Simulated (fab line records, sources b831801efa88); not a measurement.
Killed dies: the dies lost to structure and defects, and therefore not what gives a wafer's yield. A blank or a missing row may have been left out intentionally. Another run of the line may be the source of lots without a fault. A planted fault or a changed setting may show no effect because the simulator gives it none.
A struck lot beside a sound one -- flow sky130 -- 17 steps out of a route of 708
Sound: wafers L676.2, L676.3, L676.5. Struck: wafers L696.3, L696.4. (L696.6 of the same lot was not struck and is left out.) The cause comes at the end.
For every step that has rows: the tool of each side, followed by ch and its chambers, followed by its first start. Under that, the readings that differ: sound wafers -- struck wafers -- difference of the means -- sigmas: that difference in standard deviations of wafers without a fault.
alike: readings whose means differ by less than 2 such deviations, and words and numbers that are the same on both sides. not compared: withheld readings, readings that some wafer has no value for, bounds like >300 that may hide the same value, and numbers for which the record gives no deviation and whose values overlap.
Wherever a step has rows on one side only, a row that says differs or no value, or a row with sigmas, the two part there. Non-overlapping numbers with no deviation appear without sigmas and do not part them. A reading missing from all wafers of one side parts the sides only when that side holds two or more wafers.

first, 3 steps without rows for these wafers: SKY_LI_CONTACT_EXPOSE_09 (exposes mask LICM1, target cd 170 nm); SKY_LI_CONTACT_PEB_10; SKY_LI_CONTACT_DEVELOP_11 (develop time 60 s).
SKY_LI_CONTACT_CD_MEAS_12: the cd target is 170 nm.
  sound on cd-sem-02, day 29 08:33; struck on cd-sem-01, day 35 18:04
  alike: cd-nm
SKY_LI_CONTACT_OVL_MEAS_13:
  sound on overlay-01, day 29 08:40; struck on overlay-01, day 35 18:10
  alike: LI_CONTACT_OVL
SKY_LI_CONTACT_ETCH_14: etches BARC in N2/H2, stops on SiO2, time 45.9 s, target depth 60 nm.
  sound on rie-diel-01 ch 1,2,3, day 29 08:41; struck on rie-diel-01 ch 0,1, day 35 18:11
  alike: drypump-motor-current-A, oes-product-au, throttle-valve-pct
  not compared: rf-hours-counter-h
SKY_LI_CONTACT_ETCH_15: etches PSG in C4F8/O2/Ar, stops on Si, target depth 600 nm.
  sound on rie-diel-01 ch 1,2,3, day 29 08:44; struck on rie-diel-01 ch 0,1, day 35 18:13
  alike: oes-product-au
then, 3 steps without rows for these wafers: SKY_LI_CONTACT_STRIP_16 (strips in O2/N2); SKY_LI_CONTACT_CLEAN_17 (cleans in NMP, time 600 s); SKY_LI_CONTACT_PRE_CLEAN_18 (time 5.6 s).
SKY_LI_CONTACT_SPUTTER_19: material Ti, target thk 20 nm, time 106.37 s.
  sound on pvd-sputter-04, day 29 09:08; struck on pvd-sputter-01, day 35 18:37
  alike: substrate-temp-c, throttle-valve-pct
SKY_LI_CONTACT_SPUTTER_20: material TiN, target thk 20 nm, time 80 s.
  sound on pvd-sputter-04, day 29 09:12; struck on pvd-sputter-01, day 35 18:42
  alike: throttle-valve-pct
SKY_LI_CONTACT_CVD_21: deposits W, target thk 400 nm, time 120.56 s.
  sound on cvd-w-01 ch 0,1, day 29 09:16; struck on cvd-w-01 ch 0,1, day 35 18:49
reading,sound,struck,difference,sigmas
model.W_of_LI_CONTACT_CVD_21.thk-nm (nm),392 393.3 402,419.1 430.7,+29.1,
  alike: heater-power-w
SKY_LI_CONTACT_RS_MEAS_22: a four-point-probe measurement.
  sound on film-metro-04, day 29 09:25; struck on film-metro-02, day 35 19:13
reading,sound,struck,difference,sigmas
LI_CONTACT_W_RS (ohm/sq),0.290 0.290 0.284,0.272 0.265,-0.019,-3
  not compared: hold
SKY_LI_CONTACT_THK_MEAS_23: measures by xrf.
  sound on film-metro-04, day 29 09:31; struck on film-metro-02, day 35 22:05
reading,sound,struck,difference,sigmas
LI_CONTACT_W_THK (nm),400 399 409,417 430,+21,+2
  not compared: hold
SKY_LI_CONTACT_CMP_24: polishes, stops on PSG, t overpolish 20 s, target thk 0 nm.
  sound on cmp-02 ch 0,2,3, day 29 09:34; struck on cmp-01 ch 1,2, day 35 22:11
  alike: motor-current-A
following that, these wafers have no rows for 1 step: SKY_PAD_OPEN_PROBE_99.

## WHERE THEY PART
Earliest at SKY_LI_CONTACT_RS_MEAS_22; latest, in this record, at SKY_LI_CONTACT_THK_MEAS_23. Later steps at which nothing parts them and some readings are alike: SKY_LI_CONTACT_CMP_24.

WHY: the cause the simulator had injected
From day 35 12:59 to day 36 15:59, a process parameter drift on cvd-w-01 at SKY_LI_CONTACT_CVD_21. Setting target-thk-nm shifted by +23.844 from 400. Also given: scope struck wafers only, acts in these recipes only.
